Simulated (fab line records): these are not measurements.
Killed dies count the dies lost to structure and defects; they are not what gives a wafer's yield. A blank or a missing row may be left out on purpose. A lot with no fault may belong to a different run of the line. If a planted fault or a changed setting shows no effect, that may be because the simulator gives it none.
The tool behind it: which one? ; flow sky130 ; 36 wafers from 12 lots sampled at 5 of the route's 708 steps

== WHAT THE GAUGES SHOWED, per wafer ==
SKY_VIA4_BOW_MEAS_03.
lot;measured;on;VIA4_BOW (um)
L943;day 42 11:41;filmMetro-03;87 75 80
L945;day 43 07:13;filmMetro-02;85 84 88
L946;day 43 08:34;filmMetro-04;85 91 88
L947;day 43 13:52;filmMetro-04;75 69 66
L948;day 43 17:53;filmMetro-02;70 75 71
L950;day 44 04:07;filmMetro-02;78 74 78
L952;day 44 05:23;filmMetro-04;79 83 76
L955;day 45 00:41;filmMetro-02;78 77 66
L958;day 46 15:02;filmMetro-04;77 74 79
L963;day 47 10:13;filmMetro-02;82 75 80
L964;day 47 15:15;filmMetro-03;68 81 70
L966;day 47 21:16;filmMetro-03;81 80 94

SKY_VIA4_RS_MEAS_19: uses a four-point probe to measure.
lot;measured;on;VIA4_W_RS (ohm/sq)
L943;day 43 11:02;filmMetro-02;0.2255 0.2248 0.2251
L945;day 44 05:45;filmMetro-03;0.2254 0.2283 0.2266
L946;day 44 07:45;filmMetro-02;0.2187 0.2223 0.2220
L947;day 44 13:37;filmMetro-03;0.2250 0.2263 0.2266
L948;day 44 16:19;filmMetro-02;0.2258 0.2270 0.2250
L950;day 45 02:42;filmMetro-03;0.2276 0.2260 0.2262
L952;day 45 03:50;filmMetro-03;0.1136 0.1124 0.1134 0.1134 0.1123 0.1133
L955;day 45 22:14;filmMetro-02;0.2157 0.2218 0.2198
L958;day 47 13:09;filmMetro-02;0.1124 0.1122 0.1136 0.1125 0.1121 0.1133
L963;day 48 05:36;filmMetro-03;0.2246 0.2262 0.2232
L964;day 48 11:07;filmMetro-03;0.2264 0.2269 0.2284
L966;day 48 16:24;filmMetro-03;0.2246 0.2252 0.2275

== WHICH TOOL RAN EACH LOT (tool, then ch and the chambers of the sampled wafers, then the start) ==
lot;SKY_CAP2M_STRIP_14;SKY_METAL4_ETCH_16;SKY_VIA4_CVD_18
L943;plasmaAsher-04 ch 0,1, day 41 09:35;rieMetal-02 ch 0,1, day 42 10:00;cvdW-02 ch 0,1, day 43 10:53
L945;plasmaAsher-01 ch 0,1, day 42 06:22;rieMetal-01 ch 0,1, day 43 05:46;cvdW-02 ch 0,1, day 44 05:35
L946;plasmaAsher-04 ch 0, day 42 08:58;rieMetal-02 ch 0,1, day 43 07:07;cvdW-01 ch 0,1, day 44 07:35
L947;plasmaAsher-04 ch 0,1, day 42 12:37;rieMetal-01 ch 0,1, day 43 12:25;cvdW-02 ch 0,1, day 44 13:26
L948;plasmaAsher-01 ch 1, day 42 16:50;rieMetal-02 ch 1, day 43 16:22;cvdW-02 ch 0,1, day 44 16:08
L950;plasmaAsher-01 ch 0,1, day 43 03:30;rieMetal-04 ch 0,1, day 44 02:30;cvdW-02 ch 0,1, day 45 02:33
L952;plasmaAsher-04 ch 0,1, day 43 06:04;rieMetal-04 ch 0,1, day 44 03:58;cvdW-02 ch 0,1, day 45 03:23
L955;plasmaAsher-02 ch 0,1, day 44 00:29;rieMetal-01 ch 0,1, day 44 23:01;cvdW-01 ch 0,1, day 45 22:04
L958;plasmaAsher-04 ch 0,1, day 45 15:57;rieMetal-01 ch 0,1, day 46 13:34;cvdW-02 ch 1, day 47 12:22
L963;plasmaAsher-01 ch 0,1, day 46 09:23;rieMetal-01 ch 0,1, day 47 08:46;cvdW-02 ch 0,1, day 48 05:26
L964;plasmaAsher-02 ch 0, day 46 16:24;rieMetal-01 ch 0,1, day 47 13:49;cvdW-02 ch 0,1, day 48 10:56
L966;plasmaAsher-04 ch 0,1, day 46 22:27;rieMetal-01 ch 0,1, day 47 19:49;cvdW-02 ch 0,1, day 48 16:14
- SKY_CAP2M_STRIP_14: strips in O2/N2.
- SKY_METAL4_ETCH_16: etches BARC in N2/H2, stops on SiO2, time 88.2 s, target depth 60 nm.
- SKY_VIA4_CVD_18: deposits W, target thk 505 nm, time 152.14 s.

== WHAT THE TOOLS THEMSELVES READ (means of the sampled wafers that have a number; where no wafer has one, the mark that the record gives instead) ==
SKY_CAP2M_STRIP_14.
lot;tool;drypumpMotorCurrentA (A);oesProductAu (a.u.);stripTimeToEndpointS (s)
L943;plasmaAsher-04;5.9;0.710;12.68
L945;plasmaAsher-01;5.5;0.707;12.63
L946;plasmaAsher-04;5.8;0.707;12.59
L947;plasmaAsher-04;5.9;0.705;12.57
L948;plasmaAsher-01;5.1;0.707;12.62
L950;plasmaAsher-01;5.3;0.710;12.56
L952;plasmaAsher-04;5.9;0.708;12.70
L955;plasmaAsher-02;5.7;0.710;12.60
L958;plasmaAsher-04;6.0;0.707;12.66
L963;plasmaAsher-01;5.3;0.711;12.64
L964;plasmaAsher-02;5.6;0.708;12.59
L966;plasmaAsher-04;5.9;0.711;12.61

SKY_METAL4_ETCH_16.
lot;tool;drypumpMotorCurrentA (A);oesProductAu (a.u.);throttleValvePct (%)
L943;rieMetal-02;5.6;0.626;13.204
L945;rieMetal-01;5.0;0.631;13.197
L946;rieMetal-02;5.2;0.627;13.208
L947;rieMetal-01;5.0;0.623;13.209
L948;rieMetal-02;5.9;0.626;13.203
L950;rieMetal-04;5.6;0.626;13.206
L952;rieMetal-04;5.5;0.623;13.200
L955;rieMetal-01;5.0;0.626;13.204
L958;rieMetal-01;4.9;0.630;13.199
L963;rieMetal-01;5.0;0.626;13.198
L964;rieMetal-01;4.9;0.624;13.200
L966;rieMetal-01;5.0;0.626;13.211

SKY_VIA4_CVD_18.
lot;tool;heaterPowerOuterW (W);heaterPowerW (W);susceptorTempC (C)
L943;cvdW-02;595;998;399.79
L945;cvdW-02;632;1044;399.91
L946;cvdW-01;474;802;400.06
L947;cvdW-02;641;1049;400.00
L948;cvdW-02;597;988;399.88
L950;cvdW-02;586;971;399.98
L952;cvdW-02;633;1046;400.05
L955;cvdW-01;497;812;399.93
L958;cvdW-02;543;930;399.99
L963;cvdW-02;647;1045;399.89
L964;cvdW-02;593;1000;399.86
L966;cvdW-02;651;1048;399.98

== THE ANSWER, worked out from the rows above alone ==
Rule: the usual values come from the lots themselves. Put in order of their means at a reading, lots are off if they are a third of the lots or fewer, leave a main group of 4 or more, and stand apart from it by a gap of 3 or more times the standard deviation of the main group's means; of several such gaps the widest counts. The tables above print the reading to a certain number of digits; a main group whose means all agree to those digits is not used. A lot without any number at a reading at which 4 lots or more have one is off too. Any other lot the step has rows for is counted as sound. First the gauges in route order, then the tools' own readings, where a lot's mean is used as printed above. The first step at which some lot is off is used, and at that step the reading that is off furthest; a lot without a number counts as furthest.
Off: at SKY_VIA4_RS_MEAS_19 (VIA4_W_RS), L952, L958. The main group: mean 0.2248 ohm/sq, standard deviation 0.0025.
A tool fits if, at a process step before that reading, it ran every lot that is off, and no sound lot after the first of them. Gauges at SKY_VIA4_RS_MEAS_19: tried the same way as those tools. Of those tried, none fits.

== WHAT THE SIMULATOR PUT IN ==
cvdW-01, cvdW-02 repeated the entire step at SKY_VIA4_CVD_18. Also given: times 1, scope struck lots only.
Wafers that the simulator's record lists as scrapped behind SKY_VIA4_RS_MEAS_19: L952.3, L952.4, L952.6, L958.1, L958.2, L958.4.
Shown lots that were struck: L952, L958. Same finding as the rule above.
